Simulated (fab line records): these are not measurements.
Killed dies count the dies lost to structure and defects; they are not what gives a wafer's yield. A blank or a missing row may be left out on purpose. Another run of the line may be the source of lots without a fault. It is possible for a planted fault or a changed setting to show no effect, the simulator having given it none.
A lot that was struck, set against a sound lot | flow sfq_line | 14 steps out of a route of 325
Sound: wafers L483.2, L483.4, L483.5. Wafers L492.1, L492.5, L492.6 were the ones struck. At the end, the cause is stated.
Order at every step that has rows: each side's tool, ch and its chambers, its first start. Under that, the readings that differ: sound wafers | struck wafers | difference of the means | sigmas: that difference in standard deviations of wafers without a fault.
alike: a reading whose means differ by less than 2 such deviations, as well as words and numbers matching on both sides. not compared: withheld readings; readings where some wafer has no value; bounds like >300 that might hide an equal value; numbers whose values overlap and for which the record gives no deviation.
A row with sigmas, a row that says differs or no value, or rows on one side alone: a step with any of these is where the two part. Numbers that have no deviation but don't overlap get no sigmas and don't part them. A reading that every wafer of one side lacks parts them only if that side has two wafers or more.

first, 6 steps without rows for these wafers: SFQ_TRILAYER_M0_LITHO_COAT_026 (resist thk 62 nm); SFQ_TRILAYER_M0_LITHO_COAT_021 (resist thk 600 nm); SFQ_TRILAYER_M0_LITHO_SOFTBAKE_025; SFQ_TRILAYER_M0_LITHO_EXPOSE_022 (exposes mask M0, target cd 500 nm); SFQ_TRILAYER_M0_LITHO_PEB_024 (peb time 60 s); SFQ_TRILAYER_M0_LITHO_DEVELOP_023 (time 60 s).
SFQ_M0_OVL_MEAS_906:
  sound on overlay-02 at day 12 10:47; struck on overlay-02 at day 15 08:50
  reading     | sound    | struck   | difference | sigmas
  M0_OVL (nm) | -4 -3 -7 | 12 15 21 | +21        | +3
SFQ_TRILAYER_M0_BARC_OPEN_METAL_ETCH_031: etches BARC in O2, target depth 125 nm, time 41.7 s.
  sound on rie_metal-01 ch 1, day 12 10:50; struck on rie_metal-01 ch 0,1, day 15 08:53
  alike: drypump_motor_current_A, oes_product_au
  not compared: rf_hours_counter_h
SFQ_TRILAYER_M0_ETCH_METAL_ETCH_024: etches Nb in Cl2/Ar, stops on SiO2, target depth 240 nm, time 120 s.
  sound on rie_metal-01 ch 1, day 12 10:58; struck on rie_metal-01 ch 0,1, day 15 08:56
  alike: drypump_motor_current_A, oes_product_au
  not compared: rf_hours_counter_h
SFQ_TRILAYER_M0_STRIP_STRIP_025: strips in O2.
  sound on rie_metal-01 ch 1, day 12 11:23; struck on rie_metal-01 ch 0,1, day 15 09:04
  alike: drypump_motor_current_A, oes_product_au
  not compared: rf_hours_counter_h
then, 1 step without rows for these wafers: SFQ_TRILAYER_M0_STRIP_SOLV_CLEAN_026 (cleans in NMP, time 600 s).
SFQ_TRILAYER_I0_DEP_PECVD_027: deposits SiO2 from SiH4/N2O, time 111.11 s, target thk 500 nm.
  sound on pecvd-02 ch 0,1,2, day 12 12:33; struck on pecvd-02 ch 0,1,2, day 15 09:50
  reading                                             | sound             | struck            | difference | sigmas
  rf_fwd_power_W (W)                                  | 182.5 181.5 183.2 | 152.7 153.6 153.6 | -29.1      | -47
  model.SiO2_of_TRILAYER_I0_DEP_PECVD_027.thk_nm (nm) | 498.6 500.8 506.7 | 468.9 477.2 477.5 | -27.5      |
  alike: heater_power_w, showerhead_vpp_V, throttle_valve_pct
SFQ_TRILAYER_I0_CMP_CMP_028: polishes SiO2.
  sound on cmp-02 ch 0,1,3, day 12 13:08; struck on cmp-01 ch 0,1,3, day 15 11:25
  alike: motor_current_A, retaining_ring_pressure_frac, time_to_endpoint_s
SFQ_I0_BOW_MEAS_907:
  sound on film_metro-01 at day 12 15:39; struck on film_metro-02 at day 15 12:55
  alike: I0_BOW

## WHERE THEY PART
Last at SFQ_TRILAYER_I0_DEP_PECVD_027 as far as this record goes, first at SFQ_M0_OVL_MEAS_906. Later steps at which nothing parts them and some readings are alike: SFQ_TRILAYER_I0_CMP_CMP_028, SFQ_I0_BOW_MEAS_907.

WHY: whatever the simulator had introduced
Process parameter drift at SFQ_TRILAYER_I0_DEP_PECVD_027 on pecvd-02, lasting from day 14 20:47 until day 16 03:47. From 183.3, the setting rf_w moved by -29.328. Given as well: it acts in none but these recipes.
